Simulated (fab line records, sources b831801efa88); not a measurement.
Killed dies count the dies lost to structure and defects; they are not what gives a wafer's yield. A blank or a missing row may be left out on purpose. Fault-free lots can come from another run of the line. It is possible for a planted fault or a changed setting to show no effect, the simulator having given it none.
Which of the tools did it? ; flow sfq line ; 42 wafers sampled from 14 lots at 1 step of a route of 325

## WHAT EACH GAUGE READ, for each wafer
The record holds no reading of a measuring or inspecting step that can be judged against a usual standard deviation.

## WHAT TOOL EACH LOT RAN ON (gives the tool, then ch and the chambers of the sampled wafers, and finally the start)
lot;SFQ_TRILAYER_M2_BARC_OPEN_METAL_ETCH_077
L540;rie metal-02 ch 0,1, day 15 23:10
L542;rie metal-01 ch 0,1, day 18 10:34
L543;rie metal-01 ch 0,1, day 29 08:28
L547;rie metal-02 ch 0,1, day 32 07:23
L548;rie metal-02 ch 0,1, day 32 20:50
L551;rie metal-03 ch 1, day 35 07:53
L553;rie metal-01 ch 0,1, day 35 10:17
L556;rie metal-01 ch 1, day 35 17:29
L557;rie metal-03 ch 0,1, day 35 18:41
L558;rie metal-02 ch 1, day 40 23:13
L559;rie metal-02 ch 1, day 41 01:36
L560;rie metal-03 ch 0,1, day 41 04:00
L561;rie metal-02 ch 1, day 41 06:26
L562;rie metal-01 ch 0,1, day 41 09:16
- SFQ_TRILAYER_M2_BARC_OPEN_METAL_ETCH_077: etches BARC in O2, target depth 125 nm, time 41.7 s.

## WHAT THE TOOLS THEMSELVES READ (means of the sampled wafers that have a number; where no wafer has one, the mark that the record gives instead)
SFQ_TRILAYER_M2_BARC_OPEN_METAL_ETCH_077.
lot;tool;bias w (W);drypump motor current A (A);oes product au (a.u.);run length s (s)
L540;rie metal-02;80.35;5.5;0.683;70.0
L542;rie metal-01;79.98;5.9;0.684;69.4
L543;rie metal-01;80.05;5.6;0.682;69.9
L547;rie metal-02;79.88;5.5;0.674;71.4
L548;rie metal-02;80.08;5.8;0.680;70.5
L551;rie metal-03;80.03;6.1;0.679;69.7
L553;rie metal-01;79.92;5.6;0.686;70.0
L556;rie metal-01;79.99;6.2;0.685;69.1
L557;rie metal-03;80.03;6.4;0.687;69.7
L558;rie metal-02;79.91;5.2;0.683;69.9
L559;rie metal-02;79.98;5.2;0.686;70.1
L560;rie metal-03;80.18;6.3;0.686;69.6
L561;rie metal-02;79.93;5.2;0.682;70.1
L562;rie metal-01;79.87;5.9;0.688;69.6

## THE ANSWER, worked out from the rows above alone
Rule: what is usual is taken from the lots themselves. The widest of any qualifying gaps counts: lots, ordered by their means at a reading, are off when they make up no more than a third of the lots, leave a main group of 4 or more, and stand apart from it by 3 or more times the standard deviation of that group's means. A main group is skipped when, at the precision printed for the reading in the tables above, its means are all equal. Also off: a lot with no number at a reading for which 4 or more lots have one. Any other lot the step has rows for is counted as sound. Order of review: gauges by route order, followed by the tools' own readings, for which a lot's mean as printed above is used. At the first step where some lot is off, the reading lying furthest off is the one used; lots without a number count as furthest.
No lot is off at any reading shown: from this, nothing can be told.

## WHAT THE SIMULATOR HAD PUT IN
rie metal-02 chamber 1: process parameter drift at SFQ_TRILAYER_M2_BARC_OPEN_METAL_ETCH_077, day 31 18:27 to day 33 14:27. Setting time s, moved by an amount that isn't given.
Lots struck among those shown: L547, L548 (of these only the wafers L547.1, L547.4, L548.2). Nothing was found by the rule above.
